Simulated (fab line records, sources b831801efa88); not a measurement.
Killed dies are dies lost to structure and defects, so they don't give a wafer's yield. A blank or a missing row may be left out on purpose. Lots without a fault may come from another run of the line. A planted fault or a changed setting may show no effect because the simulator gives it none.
Chamber matching | flow sky130 | SKY_VIA2_ETCH_15 on rie_diel-03: 4 sister chambers
The step etches SiO2 in C4F8/O2/Ar, stops on TiN, target depth 546 nm, time 84 s. 7 wafers are shown with their chamber, then 8 later ones without.

WAFERS WITH THEIR CHAMBER
wafer  | chamber | chamber_pressure_mTorr (mTorr) | oes_product_au (a.u.)
L075.1 | 2       | 40.06                          | 0.941
L079.4 | 1       | 40.02                          | 0.939
L083.2 | 1       | 40.00                          | 0.942
L083.4 | 0       | 40.02                          | 0.940
L088.3 | 0       | 39.97                          | 0.939
L088.6 | 3       | 39.97                          | 0.946
L090.2 | 3       | 40.02                          | 0.939

WAFERS WITHOUT THEIR CHAMBER
wafer  | chamber_pressure_mTorr (mTorr) | oes_product_au (a.u.)
L090.4 | 40.00                          | 0.940
L090.5 | 40.02                          | 0.941
L093.1 | 39.96                          | 0.943
L093.2 | 40.04                          | 0.938
L093.3 | 40.02                          | 0.946
L097.2 | 39.98                          | 0.932
L097.4 | 40.02                          | 0.931
L097.5 | 39.99                          | 0.939

WHICH CHAMBER EACH WENT THROUGH
wafer  | from the rows above               | in truth
L090.4 | can't be placed: 0 or 1 or 3 or 2 | 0
L090.5 | can't be placed: 1 or 0 or 3 or 2 | 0
L093.1 | can't be placed: 3 or 0 or 1      | 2
L093.2 | can't be placed: 2 or 1 or 0 or 3 | 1
L093.3 | can't be placed: 3 or 1 or 2 or 0 | 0
L097.2 | can't be placed: 0 or 1 or 3 or 2 | 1
L097.4 | can't be placed: 0 or 1 or 2 or 3 | 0
L097.5 | can't be placed: 0 or 1 or 3      | 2
Placed correctly: 0 of 8. Can't be placed from these rows: 8 (the true chamber is among the candidates in 6). Placed wrongly: 0.
How it was worked out, from the rows above alone: a wafer's distance from a chamber is the root of the sum, over the readings, of the square of ((its reading less the chamber's mean) divided by the reading's scatter). The wafer belongs to the nearest chamber; if the next one is less than 2 further off, it can't be placed. A chamber's mean is the mean of its shown wafers. The scatter: the root of (the sum of the squares of (reading less its chamber's mean) over the shown wafers, divided by (wafers less chambers)).
